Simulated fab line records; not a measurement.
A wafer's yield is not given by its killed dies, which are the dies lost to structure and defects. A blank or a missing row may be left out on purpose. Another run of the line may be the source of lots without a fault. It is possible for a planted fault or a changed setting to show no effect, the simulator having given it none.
fab line records	flow sky130
record: lots: 5	wafers: 15	last-day: 49
route steps=708 shown VT_ADJUST_HVTR@140 VT_ADJUST_PCH@143 SONOS_TUNNEL@154
lots untouched by any fault: they come from a run of this same line in which no faults occurred
start-h: hours from the record's first day to the start of the lot's first wafer shown	wait-h: hours from the lot's prior step to this one	" same as the row above	L1.1+2: a single row standing in for several wafers	- no value, or no start given	* or withheld: withheld	< > ~ a bound
route shown NAME@n: names a module that has steps shown in the file, with the first one's number in the route	usual: mean/standard deviation of fault-free wafers	same: alike in all rows	chamber/n: place in a boat	sites: per-site readings	_std_site: how widely they spread, as a standard deviation	_edge_site: outer sites' mean less inner sites'	radius-mm: for every site, how far away it sits from the centre of the wafer	mask NAME#n: copy n	behind: the tool/chamber that last shaped the wafer	hold: what put the lot on hold/how long, in hours/how the hold closed	device: which transistor (n, p or np) failed to switch	end of line: the tests these same wafers got at the end of their route	for a step that has no rows: nothing shown but its recipe	killed: dies lost to structure and defects at the first sort, not the wafer's yield	map: a wafer's dies, x killed, . not, _ none there
set.NAME: setting as actually run; set.NAME@STEP: the setting as run at that earlier step	model.NAME: the simulator's own value behind a step, which no gauge read
lots at some steps of the route; a table a step, a row a wafer
services: from which hour (start-h, from the record's first day; less than 0 if before it) a tool's chamber was out of use, for how many hours, and why
== steps ==
step: SKY_VT_ADJUST_HVTR_IMPLANT_09
recipe: species: B	energy-kev: 10	dose-cm2: 2.1e+12	tilt-deg: withheld
lot.wafer	tool	chamber	start-h	wait-h
L076.1+3+6	implanter-01	0	216.13	0.0
L084.1+2+3	implanter-03	0	277.74	0.0
L085.3+4+5	implanter-02	0	283.26	0.1
L091.2+3+4	implanter-01	0	333.10	0.0
L093.2+3+5	implanter-02	0	344.41	0.0
step: SKY_VT_ADJUST_HVTR_STRIP_10
recipe: chemistry: O2/N2	power-w: 1400	pressure-mtorr: 1500	platen-temp-c: withheld	o2-flow-sccm: 3000	n2-flow-sccm: 300	overash-fraction: 0.5
usual: drypump-motor-current-A: 5.7/0.37	oes-product-au: 0.715/0.0045	strip-time-to-endpoint-s: 14.19/0.043
lot.wafer	tool	chamber	start-h	wait-h	drypump-motor-current-A	oes-product-au	rf-hours-counter-h	strip-time-to-endpoint-s
L076.1	plasma-asher-02	1	216.28	0.1	5.4	0.708	52	14.20
L076.3	"	1	"	"	5.4	0.721	-	14.20
L076.6	"	1	"	"	5.4	0.716	-	14.18
L084.1	plasma-asher-02	1	277.89	0.1	5.4	0.712	59	14.23
L084.2	"	0	"	"	5.3	0.714	59	14.25
L084.3	"	1	"	"	5.4	0.715	-	14.23
L085.3	plasma-asher-04	1	283.39	0.1	6.1	0.716	-	14.26
L085.4	"	0	"	"	5.7	0.704	-	14.24
L085.5	"	1	"	"	6.2	0.719	-	14.23
L091.2	plasma-asher-01	0	333.23	0.1	5.4	0.718	54	14.21
L091.3	"	1	"	"	6.3	0.708	-	14.19
L091.4	"	0	"	"	5.5	0.708	-	14.22
L093.2	plasma-asher-02	1	344.54	0.1	5.4	0.710	65	14.21
L093.3	"	0	"	"	5.3	0.716	-	14.26
L093.5	"	0	"	"	5.3	0.707	-	14.24
step: SKY_VT_ADJUST_HVTR_TW_MEAS_11
usual: VT_ADJUST_HVTR_TW: 209.8/1.5
lot.wafer	tool	chamber	start-h	wait-h	VT_ADJUST_HVTR_TW
L076.1	film-metro-03	-	216.38	0.1	210.6
L076.3	"	-	"	"	209.5
L076.6	"	-	"	"	210.5
L084.1	film-metro-02	-	277.99	0.1	209.2
L084.2	"	-	"	"	209.3
L084.3	"	-	"	"	209.7
L085.3	film-metro-04	-	283.48	0.1	209.7
L085.4	"	-	"	"	210.4
L085.5	"	-	"	"	209.2
L091.2	film-metro-02	-	333.34	0.1	208.8
L091.3	"	-	"	"	209.0
L091.4	"	-	"	"	209.2
L093.2	film-metro-04	-	344.65	0.1	210.8
L093.3	"	-	"	"	210.8
L093.5	"	-	"	"	210.4
step: SKY_VT_ADJUST_PCH_DEHYDRATE_00
recipe: temp-c: 200	time-s: 60
lot.wafer	tool	chamber	start-h	wait-h
L076.1+3+6	litho-track-04	0	227.75	11.4
L084.1+2+3	litho-track-01	0	289.52	11.5
L085.3+4+5	litho-track-01	0	295.12	11.6
L091.2+3+4	litho-track-04	0	345.63	12.3
L093.2+3+5	litho-track-04	0	358.03	13.4
step: SKY_VT_ADJUST_PCH_HMDS_01
recipe: prime-time-s: 60	prime-temp-c: 120
lot.wafer	tool	chamber	start-h	wait-h
L076.1+3+6	litho-track-04	0	227.90	0.1
L084.1+2+3	litho-track-01	0	289.67	0.1
L085.3+4+5	litho-track-01	0	295.27	0.1
L091.2+3+4	litho-track-04	0	345.78	0.1
L093.2+3+5	litho-track-04	0	358.18	0.1
step: SKY_VT_ADJUST_PCH_COAT_02
recipe: spin-rpm: 2000	resist-thk-nm: 3000
usual: dispense-pressure-kPa: 50.0/0.57
lot.wafer	tool	chamber	start-h	wait-h	dispense-pressure-kPa
L076.1	litho-track-04	0	228.05	0.1	49.6
L076.3	"	0	"	"	49.6
L076.6	"	0	"	"	49.6
L084.1	litho-track-01	0	289.82	0.1	51.1
L084.2	"	0	"	"	51.1
L084.3	"	0	"	"	51.1
L085.3	litho-track-01	0	295.42	0.1	51.1
L085.4	"	0	"	"	51.1
L085.5	"	0	"	"	51.1
L091.2	litho-track-04	0	345.93	0.1	49.5
L091.3	"	0	"	"	49.5
L091.4	"	0	"	"	49.5
L093.2	litho-track-04	0	358.33	0.1	49.5
L093.3	"	0	"	"	49.5
L093.5	"	0	"	"	49.5
step: SKY_VT_ADJUST_PCH_SOFTBAKE_03
recipe: temp-c: 110	time-s: withheld
lot.wafer	tool	chamber	start-h	wait-h
L076.1+3+6	litho-track-04	0	228.20	0.1
L084.1+2+3	litho-track-01	0	289.97	0.1
L085.3+4+5	litho-track-01	0	295.59	0.1
L091.2+3+4	litho-track-04	0	346.09	0.1
L093.2+3+5	litho-track-04	0	358.49	0.1
step: SKY_VT_ADJUST_PCH_EXPOSE_04
recipe: mask-id: NWM	na: 0.6	source-shape: conventional	sigma-outer: 0.6	polarization: unpolarized	target-cd-nm: 840	dose-mj: 255
same: sigma-outer: 0.6
lot.wafer	tool	chamber	start-h	wait-h	mask
L076.1+3+6	iline-stepper-01	0	-	-	NWM#0
L084.1+2+3	iline-stepper-01	0	-	-	NWM#0
L085.3+4+5	iline-stepper-01	0	-	-	NWM#0
L091.2+3+4	iline-stepper-01	0	-	-	NWM#0
L093.2+3+5	iline-stepper-02	0	-	-	NWM#0
step: SKY_VT_ADJUST_PCH_PEB_05
recipe: temp-c: 115	time-s: withheld
lot.wafer	tool	chamber	start-h	wait-h
L076.1+3+6	litho-track-04	0	-	-
L084.1+2+3	litho-track-04	0	-	-
L085.3+4+5	litho-track-04	0	-	-
L091.2+3+4	litho-track-04	0	-	-
L093.2+3+5	litho-track-04	0	-	-
step: SKY_VT_ADJUST_PCH_DEVELOP_06
recipe: wall-angle-deg: 90	developer: TMAH	develop-time-s: 60	dev-temp-c: 23
lot.wafer	tool	chamber	start-h	wait-h
L076.1+3+6	litho-track-04	0	-	-
L084.1+2+3	litho-track-04	0	-	-
L085.3+4+5	litho-track-04	0	-	-
L091.2+3+4	litho-track-04	0	-	-
L093.2+3+5	litho-track-04	0	-	-
step: SKY_VT_ADJUST_PCH_OVL_MEAS_07
usual: VT_ADJUST_PCH_OVL: -0.6/1.3
lot.wafer	tool	chamber	start-h	wait-h	VT_ADJUST_PCH_OVL[nm]
L076.1	overlay-01	-	239.50	-	-0.9
L076.3	"	-	"	"	-0.7
L076.6	"	-	"	"	-1.5
L084.1	overlay-01	-	302.55	-	0.7
L084.2	"	-	"	"	-0.5
L084.3	"	-	"	"	0.1
L085.3	overlay-01	-	308.21	-	-2.7
L085.4	"	-	"	"	-1.3
L085.5	"	-	"	"	-2.0
L091.2	overlay-01	-	360.26	-	-1.2
L091.3	"	-	"	"	-0.3
L091.4	"	-	"	"	0.2
L093.2	overlay-02	-	372.26	-	-2.4
L093.3	"	-	"	"	-3.2
L093.5	"	-	"	"	-2.6
step: SKY_VT_ADJUST_PCH_IMPLANT_08
recipe: species: B	energy-kev: 10	dose-cm2: 5e+11	tilt-deg: withheld
lot.wafer	tool	chamber	start-h	wait-h
L076.1+3+6	implanter-02	0	239.54	0.0
L084.1+2+3	implanter-02	0	302.59	0.0
L085.3+4+5	implanter-01	0	308.29	0.1
L091.2+3+4	implanter-01	0	360.31	0.0
L093.2+3+5	implanter-02	0	372.31	0.0
step: SKY_VT_ADJUST_PCH_STRIP_09
recipe: chemistry: O2/N2	power-w: 1400	pressure-mtorr: 1500	platen-temp-c: withheld	o2-flow-sccm: 3000	n2-flow-sccm: 300	overash-fraction: 0.5
usual: drypump-motor-current-A: 5.6/0.37	oes-product-au: 0.723/0.0046	strip-time-to-endpoint-s: 36.89/0.093
lot.wafer	tool	chamber	start-h	wait-h	drypump-motor-current-A	oes-product-au	rf-hours-counter-h	strip-time-to-endpoint-s
L076.1	plasma-asher-03	1	239.69	0.1	5.3	0.724	9	36.86
L076.3	"	0	"	"	5.9	0.725	-	36.96
L076.6	"	0	"	"	5.9	0.718	-	36.87
L084.1	plasma-asher-01	0	302.74	0.1	5.4	0.730	51	36.84
L084.2	"	1	"	"	6.2	0.722	51	36.88
L084.3	"	0	"	"	5.4	0.728	-	36.87
L085.3	plasma-asher-03	1	308.42	0.1	5.3	0.726	-	36.88
L085.4	"	0	"	"	5.9	0.724	-	36.80
L085.5	"	1	"	"	5.3	0.729	-	36.81
L091.2	plasma-asher-03	0	360.44	0.1	5.8	0.716	21	37.02
L091.3	"	0	"	"	5.8	0.726	-	36.99
L091.4	"	1	"	"	5.3	0.720	-	36.96
L093.2	plasma-asher-01	1	372.44	0.1	6.2	0.714	58	36.97
L093.3	"	0	"	"	5.4	0.711	-	37.02
L093.5	"	1	"	"	6.2	0.720	-	37.14
step: SKY_VT_ADJUST_PCH_TW_MEAS_10
usual: VT_ADJUST_PCH_TW: 142.6/1.6
lot.wafer	tool	chamber	start-h	wait-h	VT_ADJUST_PCH_TW
L076.1	film-metro-04	-	239.79	0.1	142.4
L076.3	"	-	"	"	142.4
L076.6	"	-	"	"	142.1
L084.1	film-metro-01	-	302.84	0.1	144.7
L084.2	"	-	"	"	145.3
L084.3	"	-	"	"	145.0
L085.3	film-metro-03	-	308.51	0.1	140.5
L085.4	"	-	"	"	140.1
L085.5	"	-	"	"	139.4
L091.2	film-metro-04	-	360.55	0.1	141.8
L091.3	"	-	"	"	141.7
L091.4	"	-	"	"	142.0
L093.2	film-metro-01	-	372.58	0.1	145.2
L093.3	"	-	"	"	145.2
L093.5	"	-	"	"	144.5
step: SKY_SONOS_TUNNEL_DEHYDRATE_00
recipe: temp-c: 200	time-s: 60
lot.wafer	tool	chamber	start-h	wait-h
L076.1+3+6	litho-track-02	0	250.78	11.0
L084.1+2+3	litho-track-01	0	314.77	11.9
L085.3+4+5	litho-track-02	0	321.03	12.5
L091.2+3+4	litho-track-02	0	373.76	13.2
L093.2+3+5	litho-track-02	0	386.66	14.1
step: SKY_SONOS_TUNNEL_HMDS_01
recipe: prime-time-s: 60	prime-temp-c: 120
lot.wafer	tool	chamber	start-h	wait-h
L076.1+3+6	litho-track-02	0	250.93	0.1
L084.1+2+3	litho-track-01	0	314.92	0.1
L085.3+4+5	litho-track-02	0	321.18	0.1
L091.2+3+4	litho-track-02	0	373.91	0.1
L093.2+3+5	litho-track-02	0	386.81	0.1
step: SKY_SONOS_TUNNEL_COAT_02
recipe: resist: NOVOLAK	spin-rpm: 3000	resist-thk-nm: 1140
usual: dispense-pressure-kPa: 52.6/2.1
lot.wafer	tool	chamber	start-h	wait-h	dispense-pressure-kPa
L076.1	litho-track-02	0	251.08	0.1	54.9
L076.3	"	0	"	"	54.8
L076.6	"	0	"	"	54.8
L084.1	litho-track-01	0	315.07	0.1	51.1
L084.2	"	0	"	"	51.0
L084.3	"	0	"	"	51.1
L085.3	litho-track-02	0	321.33	0.1	54.9
L085.4	"	0	"	"	54.9
L085.5	"	0	"	"	54.9
L091.2	litho-track-02	0	374.06	0.1	54.9
L091.3	"	0	"	"	54.9
L091.4	"	0	"	"	54.9
L093.2	litho-track-02	0	386.96	0.1	54.9
L093.3	"	0	"	"	54.9
L093.5	"	0	"	"	54.9
step: SKY_SONOS_TUNNEL_SOFTBAKE_03
recipe: temp-c: 90	time-s: 60	resist: NOVOLAK
lot.wafer	tool	chamber	start-h	wait-h
L076.1+3+6	litho-track-02	0	251.23	0.1
L084.1+2+3	litho-track-01	0	315.22	0.1
L085.3+4+5	litho-track-02	0	321.48	0.1
L091.2+3+4	litho-track-02	0	374.21	0.1
L093.2+3+5	litho-track-02	0	387.11	0.1
step: SKY_SONOS_TUNNEL_EXPOSE_04
recipe: mask-id: TUNM	na: 0.6	source-shape: conventional	sigma-outer: 0.6	polarization: unpolarized	target-cd-nm: 410	dose-mj: 136
same: sigma-outer: 0.6
lot.wafer	tool	chamber	start-h	wait-h	mask
L076.1+3+6	iline-stepper-01	0	-	-	TUNM#0
L084.1+2+3	iline-stepper-01	0	-	-	TUNM#0
L085.3+4+5	iline-stepper-02	0	-	-	TUNM#0
L091.2+3+4	iline-stepper-02	0	-	-	TUNM#0
L093.2+3+5	iline-stepper-02	0	-	-	TUNM#0
step: SKY_SONOS_TUNNEL_PEB_05
recipe: temp-c: withheld	time-s: *	resist: NOVOLAK
lot.wafer	tool	chamber	start-h	wait-h
L076.1+3+6	litho-track-03	0	-	-
L084.1+2+3	litho-track-01	0	-	-
L085.3+4+5	litho-track-02	0	-	-
L091.2+3+4	litho-track-02	0	-	-
L093.2+3+5	litho-track-01	0	-	-
step: SKY_SONOS_TUNNEL_DEVELOP_06
recipe: resist: NOVOLAK	developer: TMAH	develop-time-s: 60	dev-temp-c: 23
lot.wafer	tool	chamber	start-h	wait-h
L076.1+3+6	litho-track-03	0	262.82	0.1
L084.1+2+3	litho-track-01	0	328.52	0.1
L085.3+4+5	litho-track-02	0	334.68	0.1
L091.2+3+4	litho-track-02	0	389.01	0.1
L093.2+3+5	litho-track-01	0	401.15	0.1
step: SKY_SONOS_TUNNEL_CD_MEAS_07
recipe: target-cd-nm: 410
usual: cd-nm: 409.4/2.1
lot.wafer	tool	chamber	start-h	wait-h	cd-nm
L076.1	cd-sem-02	-	262.97	0.1	409.0
L076.3	"	-	"	"	406.9
L076.6	"	-	"	"	408.5
L084.1	cd-sem-01	-	328.67	0.1	410.2
L084.2	"	-	"	"	409.9
L084.3	"	-	"	"	411.5
L085.3	cd-sem-01	-	334.82	0.1	409.6
L085.4	"	-	"	"	413.6
L085.5	"	-	"	"	415.9
L091.2	cd-sem-01	-	389.15	0.1	408.5
L091.3	"	-	"	"	406.7
L091.4	"	-	"	"	405.9
L093.2	cd-sem-01	-	401.29	0.1	409.2
L093.3	"	-	"	"	411.4
L093.5	"	-	"	"	410.0
step: SKY_SONOS_TUNNEL_OVL_MEAS_08
usual: SONOS_TUNNEL_OVL: -0.5/1.5
lot.wafer	tool	chamber	start-h	wait-h	SONOS_TUNNEL_OVL[nm]
L076.1	overlay-02	-	263.09	0.1	1.9
L076.3	"	-	"	"	0.7
L076.6	"	-	"	"	-0.2
L084.1	overlay-01	-	328.79	0.1	-2.0
L084.2	"	-	"	"	-0.3
L084.3	"	-	"	"	-1.2
L085.3	overlay-02	-	334.92	0.1	-1.8
L085.4	"	-	"	"	-1.9
L085.5	"	-	"	"	-0.9
L091.2	overlay-01	-	389.26	0.1	0.0
L091.3	"	-	"	"	1.2
L091.4	"	-	"	"	1.0
L093.2	overlay-02	-	401.40	0.1	-1.4
L093.3	"	-	"	"	-0.9
L093.5	"	-	"	"	1.0
step: SKY_SONOS_TUNNEL_IMPLANT_09
recipe: species: B	energy-kev: 19.61	dose-cm2: 1e+12	tilt-deg: withheld
lot.wafer	tool	chamber	start-h	wait-h
L076.1+3+6	implanter-03	0	263.12	0.0
L084.1+2+3	implanter-03	0	328.83	0.0
L085.3+4+5	implanter-01	0	334.99	0.1
L091.2+3+4	implanter-03	0	389.31	0.0
L093.2+3+5	implanter-04	0	401.45	0.0
step: SKY_SONOS_TUNNEL_WET_ETCH_10
recipe: chemistry: dHF	target-depth-nm: 14	target: SiO2	dilution: 100:1	temp-c: 25	time-s: 280
lot.wafer	tool	chamber	start-h	wait-h
L076.1+3+6	wet-bench-01	2	263.27	0.1
L084.1+2+3	wet-bench-01	0	328.98	0.1
L085.3+4+5	wet-bench-03	3	335.09	0.1
L091.2+3+4	wet-bench-03	3	389.44	0.1
L093.2+3+5	wet-bench-01	2	401.58	0.1
step: SKY_SONOS_TUNNEL_STRIP_11
recipe: chemistry: SPM	time-s: 600	temp-c: 130
lot.wafer	tool	chamber	start-h	wait-h
L076.1+3+6	wet-bench-04	3	263.36	0.0
L084.1+2+3	wet-bench-01	0	329.07	0.0
L085.3+4+5	wet-bench-01	1	335.18	0.0
L091.2+3+4	wet-bench-04	3	389.61	0.0
L093.2+3+5	wet-bench-01	1	401.67	0.0
== services ==
tool	chamber	start-h	hours	kind
implanter-03	-	206.38	21.5	pm
implanter-01	-	223.05	6.4	repair
iline-stepper-02	-	223.16	4.4	pm
implanter-01	-	242.36	1.3	repair
wet-bench-03	-	242.91	3.0	repair
plasma-asher-01	-	248.62	2.9	repair
iline-stepper-01	0	271.56	-	calibration
iline-stepper-02	0	283.93	-	calibration
plasma-asher-03	-	298.60	0.9	repair
iline-stepper-02	-	311.94	1.7	pm
implanter-01	-	319.22	0.8	repair
implanter-02	-	333.99	6.3	pm
iline-stepper-01	-	343.68	1.7	pm
implanter-02	-	346.61	3.1	repair
implanter-04	-	387.03	3.7	pm
== key ==
fault none
